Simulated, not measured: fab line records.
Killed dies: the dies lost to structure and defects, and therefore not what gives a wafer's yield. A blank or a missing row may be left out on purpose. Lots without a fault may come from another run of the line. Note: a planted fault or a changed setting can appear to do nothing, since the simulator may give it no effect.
The tool behind it: which one? ; flow sky130 ; Sampling: 11 lots, 33 wafers, 2 of 708 route steps

== WHAT EACH GAUGE READ, for each wafer ==
SKY_SONOS_TUNNEL_CD_MEAS_07 targets a cd of 410 nm. Usual: 409.5 nm for cd_nm, sd 2.2.
lot;measured;on;cd_nm (nm);flag
L404;day 11 18:52;cd_sem-02;408.1 407.2 410.0;
L405;day 12 00:19;cd_sem-01;409.4 409.6 412.7;
L406;day 12 11:20;cd_sem-01;411.1 413.4 414.4;
L410;day 14 05:28;cd_sem-02;409.0 407.7 409.0;
L415;day 15 16:07;cd_sem-02;412.3 411.6 412.1;
L418;day 16 08:07;cd_sem-02;412.3 408.6 411.6;
L420;day 17 04:39;cd_sem-01;408.4 406.8 410.4;
L421;day 17 09:58;cd_sem-01;408.0 407.2 406.2;
L423;day 18 02:06;cd_sem-01;408.9 410.5 409.0;
L425;day 18 19:55;cd_sem-02;408.9 407.6 409.4;
L426;day 19 06:29;cd_sem-02;408.7 408.8 408.3;

SKY_SONOS_ONO_THK_MEAS_01. Usual: SONOS_ONO_OXIDATION_THK typically reads 2.60 nm, with standard deviation 0.055.
lot;measured;on;SONOS_ONO_OXIDATION_THK (nm);flag
L404;day 11 22:39;film_metro-02;2.55 2.52 2.62;
L405;day 12 02:54;film_metro-03;2.58 2.61 2.51;
L406;day 12 14:00;film_metro-03;2.54 2.53 2.55;
L410;day 14 07:27;film_metro-03;2.63 2.61 2.60;
L415;day 15 19:48;film_metro-03;2.57 2.65 2.57;
L418;day 16 11:31;film_metro-02;2.65 2.61 2.63;
L420;day 17 09:16;film_metro-03;2.64 2.58 2.61;
L421;day 17 13:17;film_metro-03;2.70 2.66 2.71;
L423;day 18 06:07;film_metro-02;2.66 2.59 2.58;
L425;day 18 22:07;film_metro-03;2.70 2.68 2.58;
L426;day 19 08:29;film_metro-04;2.53 2.54 2.59;

== WHAT TOOL EACH LOT RAN ON (gives the tool, then ch and the chambers of the sampled wafers, and finally the start) ==
The record holds no process step before these readings.

== WHAT THE TOOLS THEMSELVES READ (means of the sampled wafers that have a number; where no wafer has one, the mark that the record gives instead) ==
The record holds no such reading with a usual standard deviation.

== THE ANSWER, worked out from the rows above alone ==
Rule: a lot is off if the mean of its wafers that have a number lies more than 3 standard deviations from the usual mean. A lot without any number at a reading at which 4 lots or more have one is off too. All remaining lots with rows at the step are treated as sound. After the gauges, taken in route order, come the tools' own readings; for these a lot's mean is taken, as printed above. The first step at which some lot is off is used, and at that step the reading that is off furthest; a lot without a number counts as furthest.
Across all readings shown, no lot is off: no conclusion can be drawn from this.

== WHAT THE SIMULATOR HAD PUT IN ==
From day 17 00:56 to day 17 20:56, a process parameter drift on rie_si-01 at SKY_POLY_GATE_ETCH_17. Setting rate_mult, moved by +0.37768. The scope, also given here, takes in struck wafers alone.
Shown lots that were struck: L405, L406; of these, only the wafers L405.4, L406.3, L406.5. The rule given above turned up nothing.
